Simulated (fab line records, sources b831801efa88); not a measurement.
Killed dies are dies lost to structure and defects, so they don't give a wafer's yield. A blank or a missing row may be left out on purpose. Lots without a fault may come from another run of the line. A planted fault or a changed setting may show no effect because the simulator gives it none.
Split-lot experiment | flow sfq_line | 5 lots, 23 wafers read, on a route of 325 steps

THE SPLIT
At SFQ_TRILAYER_L0_VIA_LITHO_COAT_018 (resist thk 62 nm), the setting spin_rpm was moved away from the recipe's 3000 rpm on 6 of the 23 wafers read, by +2.3% to +3.6%. The other wafers ran this setting at the recipe's value.

The reading is taken at the split's own step.

THE READING
BARC_of_TRILAYER_L0_VIA_LITHO_COAT_018.thk_nm (the simulator's own value, which no gauge read), in nm, at SFQ_TRILAYER_L0_VIA_LITHO_COAT_018 (resist thk 62 nm). The file gives no usual value for it. The 17 wafers here that ran the recipe average 61.86 nm, standard deviation 0.18 nm.

wafer  | tool, chamber at the split | spin_rpm as run, rpm | against the recipe | BARC_of_TRILAYER_L0_VIA_LITHO_COAT_018.thk_nm, nm | against lot-mates on the recipe
L074.1 | litho_track-04, 0          | 3000                 | recipe             | 61.82                                             | -
L074.3 | litho_track-04, 0          | 3000                 | recipe             | 61.86                                             | -
L074.4 | litho_track-04, 0          | 3000                 | recipe             | 61.76                                             | -
L074.5 | litho_track-04, 0          | 3000                 | recipe             | 61.72                                             | -
L074.6 | litho_track-04, 0          | 3000                 | recipe             | 61.75                                             | -
L076.1 | litho_track-03, 0          | 3109                 | +3.6%              | 60.92                                             | -1.05
L076.3 | litho_track-03, 0          | 3109                 | +3.6%              | 61.01                                             | -0.96
L076.4 | litho_track-03, 0          | 3000                 | recipe             | 61.97                                             | -
L076.5 | litho_track-03, 0          | 3000                 | recipe             | 61.97                                             | -
L076.6 | litho_track-03, 0          | 3109                 | +3.6%              | 60.73                                             | -1.24
L077.2 | litho_track-04, 0          | 3000                 | recipe             | 61.76                                             | -
L077.3 | litho_track-04, 0          | 3000                 | recipe             | 61.68                                             | -
L077.4 | litho_track-04, 0          | 3000                 | recipe             | 61.61                                             | -
L077.5 | litho_track-04, 0          | 3000                 | recipe             | 61.63                                             | -
L077.6 | litho_track-04, 0          | 3000                 | recipe             | 61.82                                             | -
L083.1 | litho_track-03, 0          | 3070                 | +2.3%              | 61.59                                             | -0.64
L083.2 | litho_track-03, 0          | 3070                 | +2.3%              | 61.63                                             | -0.60
L083.3 | litho_track-03, 0          | 3000                 | recipe             | 62.19                                             | -
L083.4 | litho_track-03, 0          | 3070                 | +2.3%              | 61.66                                             | -0.57
L083.5 | litho_track-03, 0          | 3000                 | recipe             | 62.27                                             | -
L085.2 | litho_track-03, 0          | 3000                 | recipe             | 61.86                                             | -
L085.4 | litho_track-03, 0          | 3000                 | recipe             | 61.93                                             | -
L085.5 | litho_track-03, 0          | 3000                 | recipe             | 61.99                                             | -

THE FIT
A straight line over all 23 wafers: BARC_of_TRILAYER_L0_VIA_LITHO_COAT_018.thk_nm changes by -0.224 nm for each +1% of spin_rpm; r = -0.84; the points scatter about the line by 0.21 nm.
The same after taking each lot's own level away (the mean of its wafers on the recipe; 23 wafers): -0.288 nm for each +1%; r = -0.98; scatter 0.075 nm.
On that fit, the largest move of spin_rpm shifts the reading by 1 nm.
The lots' own levels span 61.700 to 62.230 nm, that is 3.0 times the standard deviation above.
So the lot-to-lot level changes the slope: the two fits differ.
Check: with one of the wafers moved furthest among these (+3.6%) left out of the fit, the line predicts -1.04 nm for it against its lot-mates. It came out at -1.05 nm against them.

OTHER SPLITS ON THESE WAFERS
These wafers also went through other splits before the reading. Each is held against what the fit with the lots' levels taken away leaves over:
other split on the same wafers           | wafers away from the commonest value | r with BARC_of_TRILAYER_L0_VIA_LITHO_COAT_018.thk_nm (lot level and that fit taken away)
SFQ_TRILAYER_L0_LITHO_PEB_008 peb_temp_c | 7                                    | +0.14

THE FILE'S OWN FIT
BARC_of_TRILAYER_L0_VIA_LITHO_COAT_018.thk_nm changes by -0.287 nm for each +1% of spin_rpm, r = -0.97.
